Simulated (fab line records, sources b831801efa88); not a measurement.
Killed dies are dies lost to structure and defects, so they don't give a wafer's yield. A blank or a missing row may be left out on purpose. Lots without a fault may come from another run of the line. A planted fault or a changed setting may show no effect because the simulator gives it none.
Which tool did it? | flow gf180mcu | 14 lots, 42 wafers sampled, at 5 steps of a route of 602

WHAT THE GAUGES READ, wafer by wafer
GF_NSD_OVL_MEAS_08. Usual: NSD_OVL 1.2 nm, standard deviation 1.2.
lot  | measured     | on         | NSD_OVL (nm)                        | flag
L157 | day 13 11:22 | overlay-01 | 0.9 1.6 1.5                         |
L158 | day 13 15:10 | overlay-01 | 2.6 3.3 -0.2                        |
L159 | day 14 07:37 | overlay-01 | 3.7 4.9 3.8                         |
L160 | day 14 15:07 | overlay-01 | 2.1 0.8 0.7                         |
L161 | day 14 18:46 | overlay-02 | 0.2 1.3 1.2                         |
L162 | day 15 04:01 | overlay-02 | 0.4 0.9 1.2                         |
L163 | day 15 17:13 | overlay-02 | 0.9 2.4 2.2                         |
L165 | day 16 08:41 | overlay-02 | 0.2 0.8 0.8                         |
L167 | day 16 23:01 | overlay-01 | 0.5 -0.2 1.1                        |
L172 | day 18 12:37 | overlay-02 | 305.5 307.0 306.6 305.9 307.2 307.0 | OFF
L173 | day 18 22:49 | overlay-01 | 309.5 308.7 309.6 309.9 309.2 309.5 | OFF
L175 | day 19 13:04 | overlay-02 | 1.6 3.0 1.9                         |
L176 | day 20 02:25 | overlay-02 | 0.9 1.6 1.6                         |
L180 | day 21 07:31 | overlay-02 | 1.1 0.2 0.4                         |

GF_V2_THK_MEAS_03. Usual: V2_CVD_02_THK 857 nm, standard deviation 14.
lot  | measured     | on            | V2_CVD_02_THK (nm) | flag
L157 | day 19 08:56 | film_metro-02 | 847 857 848        |
L158 | day 19 16:28 | film_metro-02 | 842 838 838        |
L159 | day 20 10:23 | film_metro-02 | 837 864 879        |
L160 | day 20 17:20 | film_metro-03 | 868 874 873        |
L161 | day 20 23:07 | film_metro-03 | 844 845 853        |
L162 | day 21 06:40 | film_metro-02 | 848 856 850        |
L163 | day 21 22:36 | film_metro-03 | 845 856 874        |
L165 | day 22 15:29 | film_metro-02 | 835 831 875        |
L167 | day 23 05:46 | film_metro-03 | 844 851 841        |
L175 | day 25 18:41 | film_metro-02 | 853 868 878        |
L176 | day 26 03:22 | film_metro-04 | 847 843 859        |
L180 | day 27 03:37 | film_metro-04 | 854 885 862        |

WHICH TOOL RAN EACH LOT (tool, then ch and the chambers of the sampled wafers, then the start)
lot  | GF_NSD_EXPOSE_04                    | GF_M1_SPUTTER_03             | GF_V1_CVD_02
L157 | iline_stepper-02 ch 0, day 13 01:09 | pvd_sputter-02, day 16 07:00 | pecvd-02 ch 0,1, day 17 06:39
L158 | iline_stepper-02 ch 0, day 13 05:11 | pvd_sputter-03, day 16 12:12 | pecvd-02 ch 0,1,2, day 17 12:10
L159 | iline_stepper-02 ch 0, day 13 21:02 | pvd_sputter-01, day 17 05:56 | pecvd-04 ch 0,2, day 18 06:35
L160 | iline_stepper-01 ch 0, day 14 04:47 | pvd_sputter-02, day 17 11:37 | pecvd-03 ch 0,1,2, day 18 12:53
L161 | iline_stepper-02 ch 0, day 14 08:11 | pvd_sputter-02, day 17 18:01 | pecvd-02 ch 1,2, day 18 19:26
L162 | iline_stepper-01 ch 0, day 14 17:29 | pvd_sputter-02, day 18 02:41 | pecvd-02 ch 0,1,2, day 19 03:48
L163 | iline_stepper-02 ch 0, day 15 06:13 | pvd_sputter-03, day 18 17:20 | pecvd-04 ch 0,2, day 19 19:02
L165 | iline_stepper-01 ch 0, day 15 21:47 | pvd_sputter-01, day 19 10:14 | pecvd-02 ch 0,1, day 20 11:23
L167 | iline_stepper-02 ch 0, day 16 11:26 | pvd_sputter-02, day 20 02:34 | pecvd-02 ch 0,1,2, day 21 03:56
L172 | iline_stepper-01 ch 0, day 18 00:53 | -                            | -
L173 | iline_stepper-01 ch 0, day 18 10:14 | -                            | -
L175 | iline_stepper-02 ch 0, day 19 00:59 | pvd_sputter-02, day 22 16:50 | pecvd-04 ch 0,2, day 23 17:10
L176 | iline_stepper-02 ch 0, day 19 14:30 | pvd_sputter-01, day 23 05:37 | pecvd-02 ch 0,1,2, day 24 05:26
L180 | iline_stepper-02 ch 0, day 20 19:44 | pvd_sputter-01, day 24 08:02 | pecvd-03 ch 0,1,2, day 25 06:49
- GF_NSD_EXPOSE_04: exposes mask Nplus, target cd 400 nm.
- GF_M1_SPUTTER_03: material Ti, target thk 10 nm, time 6.7 s.
- GF_V1_CVD_02: deposits SiO2 from TEOS, target thk 850 nm, time 94.851 s.

WHAT THE TOOLS THEMSELVES READ (means of the sampled wafers that have a number; where no wafer has one, the mark that the record gives instead)
GF_M1_SPUTTER_03. Usual: throttle_valve_pct 29.6 %, standard deviation 1.5.
lot  | tool           | throttle_valve_pct (%) | flag
L157 | pvd_sputter-02 | 30.7                   |
L158 | pvd_sputter-03 | 30.2                   |
L159 | pvd_sputter-01 | 27.9                   |
L160 | pvd_sputter-02 | 29.9                   |
L161 | pvd_sputter-02 | 30.3                   |
L162 | pvd_sputter-02 | 30.7                   |
L163 | pvd_sputter-03 | 30.8                   |
L165 | pvd_sputter-01 | 27.3                   |
L167 | pvd_sputter-02 | 30.9                   |
L175 | pvd_sputter-02 | 30.9                   |
L176 | pvd_sputter-01 | 29.7                   |
L180 | pvd_sputter-01 | 29.5                   |

GF_V1_CVD_02. Usual: heater_power_outer_w 390 W, standard deviation 59; heater_power_w 644 W, standard deviation 74.
lot  | tool     | heater_power_outer_w (W) | heater_power_w (W) | flag
L157 | pecvd-02 | 388                      | 633                |
L158 | pecvd-02 | 406                      | 642                |
L159 | pecvd-04 | 340                      | 580                |
L160 | pecvd-03 | 397                      | 702                |
L161 | pecvd-02 | 391                      | 625                |
L162 | pecvd-02 | 411                      | 665                |
L163 | pecvd-04 | 384                      | 632                |
L165 | pecvd-02 | 379                      | 615                |
L167 | pecvd-02 | 395                      | 651                |
L175 | pecvd-04 | 364                      | 619                |
L176 | pecvd-02 | 400                      | 636                |
L180 | pecvd-03 | 361                      | 654                |

THE ANSWER, worked out from the rows above alone
Rule: a lot is off if the mean of its wafers that have a number lies more than 3 standard deviations from the usual mean. A lot without any number at a reading at which 4 lots or more have one is off too. The other lots that the step has rows for count as sound. The gauges are gone through in route order, then the tools' own readings, and for those a lot's mean is taken as printed above. The first step at which some lot is off is used, and at that step the reading that is off furthest; a lot without a number counts as furthest.
Off: L172, L173, at GF_NSD_OVL_MEAS_08 (NSD_OVL).
A tool fits if, at a process step before that reading, it ran every lot that is off, and no sound lot after the first of them. The gauges at GF_NSD_OVL_MEAS_08 are tried like those tools. One fits: iline_stepper-01 at GF_NSD_EXPOSE_04. Its last sound lot is L165 (day 15 21:47), its first lot that is off L172 (day 18 00:53): a fault that began between those two fits.

WHAT THE SIMULATOR HAD PUT IN
Scanner matching overlay: iline_stepper-01, from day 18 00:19 on, at GF_NSD_EXPOSE_04. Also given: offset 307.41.
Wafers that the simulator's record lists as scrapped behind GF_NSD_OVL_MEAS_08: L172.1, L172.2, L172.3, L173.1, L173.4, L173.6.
Lots struck among those shown: L172, L173. The rule above found the same.
